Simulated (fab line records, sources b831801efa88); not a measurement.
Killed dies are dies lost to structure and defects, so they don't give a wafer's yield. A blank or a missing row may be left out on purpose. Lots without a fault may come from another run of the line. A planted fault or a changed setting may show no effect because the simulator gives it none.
A struck lot beside a sound one | flow gf180mcu | 13 steps out of a route of 602
Sound: wafers L838.3, L838.5, L838.6. Struck: wafers L847.1, L847.2, L847.4. The cause comes at the end.
At each step with rows: each side's tool, then ch and its chambers, then its first start. Under that, the readings that differ: sound wafers | struck wafers | difference of the means | sigmas: that difference in standard deviations of wafers without a fault.
alike: readings whose means differ by less than 2 such deviations, and words and numbers that are the same on both sides. not compared: withheld readings, readings that some wafer has no value for, bounds like >300 that may hide the same value, and numbers for which the record gives no deviation and whose values overlap.
The two part at a step that has a row with sigmas, a row that says differs or no value, or rows on one side only. Numbers that don't overlap but have no deviation are shown without sigmas and don't part them. A reading that every wafer of one side lacks parts them only if that side has two wafers or more.

GF_V3_CD_MEAS_14: target cd 260 nm.
  sound on cd_sem-02, day 22 02:36; struck on cd_sem-02, day 25 15:34
  alike: cd_nm
GF_V3_OVL_MEAS_15:
  sound on overlay-02, day 22 02:41; struck on overlay-02, day 25 15:41
  alike: V3_OVL
GF_V3_ETCH_16: etches BARC in N2/H2.
  sound on rie_diel-01 ch 0,3, day 22 02:43; struck on rie_diel-03 ch 0,1, day 25 15:43
  alike: bias_w, drypump_motor_current_A, oes_product_au, throttle_valve_pct
GF_V3_ETCH_17: etches SiO2 in C4F8/O2/Ar, stops on TiN, target depth 635 nm.
  sound on rie_diel-01 ch 0,3; struck on rie_diel-03 ch 0,1
  alike: bias_w, oes_product_au
GF_V3_STRIP_18: strips in O2/N2.
  sound on plasma_asher-03 ch 0,1, day 22 02:53; struck on plasma_asher-03 ch 0,1, day 25 15:51
  alike: drypump_motor_current_A, heater_power_w, oes_product_au
  not compared: rf_hours_counter_h
then, 2 steps without rows for these wafers: GF_V3_STRIP_19 (strips in post etch residue remover, time 1200 s); GF_V3_CLEAN_20 (cleans in DIW).
GF_V3_SPUTTER_21: material Ti, target thk 15 nm, time 80.02 s.
  sound on pvd_sputter-03, day 22 03:23; struck on pvd_sputter-02, day 25 16:23
  alike: cathode_dc_power_W, throttle_valve_pct
GF_V3_SPUTTER_22: material TiN, target thk 10 nm, time 40 s.
  sound on pvd_sputter-03, day 22 03:27; struck on pvd_sputter-02, day 25 16:27
  alike: cathode_dc_power_W, throttle_valve_pct
then, 1 step without rows for these wafers: GF_V3_CVD_23 (deposits W, target thk 350 nm, time 104.9 s).
GF_V3_RS_MEAS_24: measures by four-point-probe.
  sound on film_metro-03, day 22 03:38; struck on film_metro-03, day 25 16:36
  alike: V3_W_RS
GF_V3_THK_MEAS_25: measures by xrf.
  sound on film_metro-03, day 22 03:44; struck on film_metro-03, day 25 16:43
  alike: V3_W_THK
GF_V3_CMP_26: polishes, stops on SiO2, t overpolish 15 s, target thk 0 nm.
  sound on cmp-02 ch 0,1,2, day 22 03:53; struck on cmp-01 ch 0,1,2, day 25 16:47
  no value came back on the struck wafers for any of 6 readings (edge_zone_pressure_frac, head_pressure_psi (psi) and others); on the sound wafers edge_zone_pressure_frac reads 0.991 1.002 1.004
  reading                             | sound             | struck            | difference | sigmas
  model.W_of_V3_CVD_23.thk_nm (nm)    | 0 0 0             | 342.4 345.8 347.7 | +345.3     |
  model.SiO2_of_V3_CVD_02.thk_nm (nm) | 627.3 627.4 629.5 | 632.9 633 632.9   | +4.9       |

WHERE THEY PART
Only at GF_V3_CMP_26, within this record.

WHY: what the simulator had put in
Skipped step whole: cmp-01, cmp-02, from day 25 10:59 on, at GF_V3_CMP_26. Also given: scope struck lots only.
